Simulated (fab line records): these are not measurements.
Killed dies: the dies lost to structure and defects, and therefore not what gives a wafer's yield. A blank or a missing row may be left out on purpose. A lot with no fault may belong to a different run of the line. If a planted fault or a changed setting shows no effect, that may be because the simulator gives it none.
A struck lot beside a sound one | flow sfq_line | 14 steps out of a route of 325
Sound: the wafers L265.3, L265.5, L265.6. Wafers struck: L279.2, L279.4, L279.6. The cause is named last.
Order at every step that has rows: each side's tool, ch and its chambers, its first start. Under that, the readings that differ: sound wafers | struck wafers | difference of the means | sigmas: that difference in standard deviations of wafers without a fault.
alike: same words and numbers on both sides, and readings whose means sit less than 2 such deviations apart. not compared: any withheld reading, any reading some wafer has no value for, any bound like >300 that may hide the same value, and any number with overlapping values for which the record gives no deviation.
The two part at a step that has a row with sigmas, a row that says differs or no value, or rows on one side only. Non-overlapping numbers with no deviation appear without sigmas and do not part them. Lack of a reading on every wafer of one side parts them only where that side has two or more wafers.

SFQ_TRILAYER_M1_ETCH_METAL_ETCH_042: etches Nb in Cl2/Ar, stops on SiO2, target depth 240 nm, time 120 s.
  sound on rie_metal-04 ch 0,1, day 14 15:22; struck on rie_metal-04 ch 0,1, day 19 03:59
  alike: chamber_pressure_mTorr, drypump_motor_current_A, oes_product_au
  not compared: rf_hours_counter_h
SFQ_TRILAYER_M1_STRIP_STRIP_043: strips in O2.
  sound on rie_metal-04 ch 0,1, day 14 15:40; struck on rie_metal-04 ch 0,1, day 19 04:07
  alike: chamber_pressure_mTorr, drypump_motor_current_A, oes_product_au, platen_temp_c
  not compared: rf_hours_counter_h
then, 1 step without rows for these wafers: SFQ_TRILAYER_M1_STRIP_SOLV_CLEAN_044 (cleans in NMP, time 600 s).
SFQ_TRILAYER_I1_DEP_PECVD_045: deposits SiO2 from SiH4/N2O, time 111.11 s, target thk 500 nm.
  sound on pecvd-03 ch 0,1,2, day 14 16:14; struck on pecvd-01 ch 0,1,2, day 19 04:54
  alike: heater_power_w, throttle_valve_pct
SFQ_TRILAYER_I1_CMP_CMP_046: polishes SiO2.
  sound on cmp-01 ch 1,2,3, day 14 18:40; struck on cmp-02 ch 1,2,3, day 19 05:59
  alike: motor_current_A, time_to_endpoint_s
SFQ_I1_BOW_MEAS_912:
  sound: film_metro-04 at day 14 20:12; struck: film_metro-01 at day 19 08:00
  alike: I1_BOW
SFQ_TRILAYER_I1_METRO_MEASURE_047:
  sound: film_metro-04 at day 14 20:41; struck: film_metro-01 at day 19 08:18
  alike: thk_nm
then, 5 steps without rows for these wafers: SFQ_TRILAYER_I1_VIA_LITHO_COAT_054 (resist thk 62 nm); SFQ_TRILAYER_I1_VIA_LITHO_COAT_049 (resist thk 650 nm); SFQ_TRILAYER_I1_VIA_LITHO_SOFTBAKE_053; SFQ_TRILAYER_I1_VIA_LITHO_EXPOSE_050 (exposes mask I1, target cd 500 nm); SFQ_TRILAYER_I1_VIA_LITHO_PEB_052 (peb time 60 s).
-- the record jumps here: 6 days lie between the struck wafers' starts before and after --
SFQ_TRILAYER_I1_VIA_LITHO_DEVELOP_051: time 60 s.
  struck on litho_track-02, day 25 06:40; sound on litho_track-01 ch 0, day 19 10:59
  no value came back on the struck wafers for chill_plate_temp_C (C), exhaust_pa (Pa); on the sound wafers chill_plate_temp_C (C) reads 23.07 23.18 23.05
  reading                                                 | sound             | struck            | difference | sigmas
  model.KrF_of_TRILAYER_I1_VIA_LITHO_COAT_049.thk_nm (nm) | 624.5 623.4 625.6 | 651.6 650.5 650.8 | +26.5      |
SFQ_I1_OVL_MEAS_913:
  sound: overlay-02 at day 19 11:06; struck: overlay-02 at day 25 06:48
  reading     | sound    | struck | difference                    | sigmas
  I1_OVL (nm) | -7 -2 -3 | - - -  | no value on the struck wafers |

## WHERE THEY PART
Earliest at SFQ_TRILAYER_I1_VIA_LITHO_DEVELOP_051; latest, in this record, at SFQ_I1_OVL_MEAS_913.

WHY: the cause the simulator had injected
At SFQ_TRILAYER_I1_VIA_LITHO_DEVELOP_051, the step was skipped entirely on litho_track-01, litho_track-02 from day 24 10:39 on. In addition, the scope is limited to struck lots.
